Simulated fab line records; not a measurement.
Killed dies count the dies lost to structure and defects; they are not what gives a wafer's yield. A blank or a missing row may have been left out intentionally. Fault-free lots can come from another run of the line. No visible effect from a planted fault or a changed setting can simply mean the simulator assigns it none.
Which of the tools did it? :: flow sky130 :: 39 wafers from 13 lots sampled at 3 of the route's 708 steps

WHAT THE GAUGES SHOWED, per wafer
SKY_FIELD_ISO_THK_MEAS_02. Usual: FIELD_ISO_OXIDATION_00_THK gives 11.87 nm (standard deviation 0.25).
lot: L310
measured: day 1 16:56
on: film-metro-04
FIELD_ISO_OXIDATION_00_THK (nm): 12.10 12.19 11.95
flag: 

lot: L311
measured: day 1 17:00
on: film-metro-02
FIELD_ISO_OXIDATION_00_THK (nm): 11.75 11.71 11.83
flag: 

lot: L313
measured: day 2 05:11
on: film-metro-01
FIELD_ISO_OXIDATION_00_THK (nm): 11.36 11.29 11.43
flag: 

lot: L312
measured: day 2 05:12
on: film-metro-04
FIELD_ISO_OXIDATION_00_THK (nm): 11.77 11.41 11.55
flag: 

lot: L315
measured: day 2 12:49
on: film-metro-01
FIELD_ISO_OXIDATION_00_THK (nm): 11.61 11.70 11.60
flag: 

lot: L314
measured: day 2 12:50
on: film-metro-04
FIELD_ISO_OXIDATION_00_THK (nm): 11.71 11.78 11.70
flag: 

lot: L316
measured: day 2 20:19
on: film-metro-01
FIELD_ISO_OXIDATION_00_THK (nm): 11.75 11.64 11.81
flag: 

lot: L320
measured: day 3 13:38
on: film-metro-02
FIELD_ISO_OXIDATION_00_THK (nm): 11.76 11.65 11.68
flag: 

lot: L322
measured: day 3 23:41
on: film-metro-02
FIELD_ISO_OXIDATION_00_THK (nm): 11.27 11.72 11.63
flag: 

lot: L325
measured: day 4 15:10
on: film-metro-01
FIELD_ISO_OXIDATION_00_THK (nm): 12.10 12.19 12.10
flag: 

lot: L326
measured: day 4 19:38
on: film-metro-04
FIELD_ISO_OXIDATION_00_THK (nm): 11.96 11.99 12.22
flag: 

lot: L330
measured: day 5 16:05
on: film-metro-04
FIELD_ISO_OXIDATION_00_THK (nm): 12.29 12.31 12.31
flag: 

lot: L332
measured: day 6 01:38
on: film-metro-02
FIELD_ISO_OXIDATION_00_THK (nm): 12.07 11.93 12.08
flag: 

SKY_SONOS_ONO_THK_MEAS_01. Usual: SONOS_ONO_OXIDATION_THK gives 2.62 nm (standard deviation 0.053).
lot: L310
measured: day 12 02:10
on: film-metro-01
SONOS_ONO_OXIDATION_THK (nm): 2.61 2.63 2.49
flag: 

lot: L311
measured: day 12 00:49
on: film-metro-01
SONOS_ONO_OXIDATION_THK (nm): 2.59 2.60 2.57
flag: 

lot: L313
measured: day 12 11:46
on: film-metro-01
SONOS_ONO_OXIDATION_THK (nm): 2.68 2.62 2.59
flag: 

lot: L312
measured: day 12 10:16
on: film-metro-01
SONOS_ONO_OXIDATION_THK (nm): 2.63 2.70 2.65
flag: 

lot: L315
measured: day 12 21:51
on: film-metro-01
SONOS_ONO_OXIDATION_THK (nm): 2.69 2.62 2.62
flag: 

lot: L314
measured: day 12 20:31
on: film-metro-02
SONOS_ONO_OXIDATION_THK (nm): 2.57 2.65 2.62
flag: 

lot: L316
measured: day 13 12:08
on: film-metro-01
SONOS_ONO_OXIDATION_THK (nm): 2.67 2.67 2.73
flag: 

lot: L320
measured: day 15 00:26
on: film-metro-02
SONOS_ONO_OXIDATION_THK (nm): 2.70 2.64 2.72
flag: 

lot: L322
measured: day 15 10:17
on: film-metro-02
SONOS_ONO_OXIDATION_THK (nm): 2.64 2.71 2.60
flag: 

lot: L325
measured: day 16 16:23
on: film-metro-02
SONOS_ONO_OXIDATION_THK (nm): 2.68 2.61 2.70
flag: 

lot: L326
measured: day 16 16:24
on: film-metro-01
SONOS_ONO_OXIDATION_THK (nm): 2.62 2.56 2.54
flag: 

lot: L330
measured: day 18 01:06
on: film-metro-01
SONOS_ONO_OXIDATION_THK (nm): 2.65 2.72 2.58
flag: 

lot: L332
measured: day 18 21:13
on: film-metro-01
SONOS_ONO_OXIDATION_THK (nm): 2.49 2.61 2.61
flag: 

SKY_LDD_HVP_OVL_MEAS_07. Usual: LDD_HVP_OVL gives 0.9 nm (standard deviation 1.4).
lot: L310
measured: day 22 09:09
on: overlay-02
LDD_HVP_OVL (nm): 1.3 2.1 2.8
flag: 

lot: L311
measured: day 22 11:57
on: overlay-01
LDD_HVP_OVL (nm): -0.8 -2.5 1.8
flag: 

lot: L313
measured: day 22 17:02
on: overlay-01
LDD_HVP_OVL (nm): 1.7 0.6 -1.0
flag: 

lot: L312
measured: day 22 15:45
on: overlay-01
LDD_HVP_OVL (nm): -1.5 0.9 0.6
flag: 

lot: L315
measured: day 23 02:17
on: overlay-02
LDD_HVP_OVL (nm): 2.5 2.2 2.4
flag: 

lot: L314
measured: day 23 03:51
on: overlay-02
LDD_HVP_OVL (nm): 0.1 2.6 0.9
flag: 

lot: L316
measured: day 24 10:41
on: overlay-01
LDD_HVP_OVL (nm): -1.2 -0.3 0.5
flag: 

lot: L320
measured: day 25 18:41
on: overlay-02
LDD_HVP_OVL (nm): 1.4 1.3 0.2
flag: 

lot: L322
measured: day 26 02:50
on: overlay-02
LDD_HVP_OVL (nm): 0.6 0.8 1.5
flag: 

lot: L325
measured: day 27 09:32
on: overlay-02
LDD_HVP_OVL (nm): 1.3 3.2 1.1
flag: 

lot: L326
measured: day 27 05:37
on: overlay-01
LDD_HVP_OVL (nm): -1.7 0.9 -0.9
flag: 

lot: L330
measured: day 28 14:50
on: overlay-01
LDD_HVP_OVL (nm): -1.0 2.1 0.2
flag: 

lot: L332
measured: day 29 11:29
on: overlay-02
LDD_HVP_OVL (nm): 0.9 1.2 -0.6
flag: 

WHAT TOOL EACH LOT RAN ON (gives the tool, then ch and the chambers of the sampled wafers, and finally the start)
Before these readings, the record contains no process step.

WHAT THE TOOLS THEMSELVES READ (means of the sampled wafers that have a number; where no wafer has one, the mark that the record gives instead)
The record holds no such reading with a usual standard deviation.

THE ANSWER, worked out from the rows above alone
Rule: take the mean of a lot's wafers that have a number; if it is more than 3 standard deviations from the usual mean, the lot is off. Also off: a lot with no number at a reading for which 4 or more lots have one. The other lots that the step has rows for count as sound. First the gauges in route order, then the tools' own readings, where a lot's mean is used as printed above. The first step at which some lot is off is used, and at that step the reading that is off furthest; a lot without a number counts as furthest.
No lot is off on any of the readings shown, so nothing can be concluded from this.

WHAT THE SIMULATOR HAD PUT IN
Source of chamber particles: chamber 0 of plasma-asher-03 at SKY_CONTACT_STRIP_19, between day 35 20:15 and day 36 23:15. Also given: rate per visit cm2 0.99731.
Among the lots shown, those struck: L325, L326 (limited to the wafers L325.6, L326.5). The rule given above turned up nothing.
